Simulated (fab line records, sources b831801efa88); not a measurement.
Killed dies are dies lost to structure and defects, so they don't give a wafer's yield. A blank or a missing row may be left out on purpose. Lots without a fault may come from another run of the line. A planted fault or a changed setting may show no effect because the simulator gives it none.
Chamber matching | flow sky130 | SKY_VIA1_ETCH_14 on rie_diel-01: 4 sister chambers
The step etches BARC in N2/H2, stops on SiO2, time 45.9 s, target depth 60 nm. 16 wafers are shown with their chamber, then 8 later ones without.

WAFERS WITH THEIR CHAMBER
wafer  | chamber | drypump_motor_current_A (A) | throttle_valve_pct (%) | oes_product_au (a.u.)
L078.1 | 2       | 5.7                         | 13.225                 | 0.857
L078.3 | 3       | 5.1                         | 13.217                 | 0.866
L078.4 | 1       | 6.0                         | 13.232                 | 0.852
L074.1 | 3       | 5.1                         | 13.224                 | 0.856
L074.3 | 2       | 5.7                         | 13.227                 | 0.852
L074.5 | 0       | 6.2                         | 13.239                 | 0.853
L079.4 | 1       | 6.1                         | 13.233                 | 0.853
L079.5 | 0       | 6.2                         | 13.223                 | 0.854
L079.6 | 3       | 5.1                         | 13.225                 | 0.852
L083.3 | 1       | 6.1                         | 13.244                 | 0.859
L083.5 | 3       | 5.1                         | 13.234                 | 0.856
L083.6 | 1       | 6.1                         | 13.217                 | 0.851
L085.1 | 3       | 5.1                         | 13.223                 | 0.857
L085.3 | 0       | 6.2                         | 13.217                 | 0.860
L085.5 | 2       | 5.7                         | 13.222                 | 0.858
L091.1 | 0       | 6.2                         | 13.232                 | 0.857

SIGNATURES (means of the wafers above)
reading                 | chamber 0 | chamber 1 | chamber 2 | chamber 3 | scatter within a chamber
drypump_motor_current_A | 6.200     | 6.075     | 5.700     | 5.100     | 0.025
throttle_valve_pct      | 13.22775  | 13.23150  | 13.22467  | 13.22460  | 0.00823
oes_product_au          | 0.85600   | 0.85375   | 0.85567   | 0.85740   | 0.00405
Rule: a wafer's distance from a chamber is the root of the sum, over the readings, of the square of ((its reading less the chamber's mean) divided by the reading's scatter). The wafer belongs to the nearest chamber; if the next one is less than 2 further off, it can't be placed. The scatter: the root of (the sum of the squares of (reading less its chamber's mean) over the shown wafers, divided by (wafers less chambers)).

WAFERS WITHOUT THEIR CHAMBER
wafer  | drypump_motor_current_A (A) | throttle_valve_pct (%) | oes_product_au (a.u.)
L091.3 | 5.1                         | 13.224                 | 0.867
L091.4 | 6.1                         | 13.226                 | 0.861
L093.1 | 5.7                         | 13.213                 | 0.853
L093.2 | 5.1                         | 13.209                 | 0.859
L093.4 | 6.1                         | 13.211                 | 0.853
L094.2 | 5.8                         | 13.228                 | 0.860
L094.3 | 6.0                         | 13.211                 | 0.857
L094.4 | 5.1                         | 13.226                 | 0.862

WHICH CHAMBER EACH WENT THROUGH
wafer  | from the rows above     | in truth
L091.3 | 3                       | 3
L091.4 | 1                       | 1
L093.1 | 2                       | 2
L093.2 | 3                       | 3
L093.4 | can't be placed: 1 or 0 | 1
L094.2 | 2                       | 2
L094.3 | 1                       | 1
L094.4 | 3                       | 3
Placed correctly: 7 of 8. Can't be placed from these rows: 1 (the true chamber is among the candidates in 1). Placed wrongly: 0.
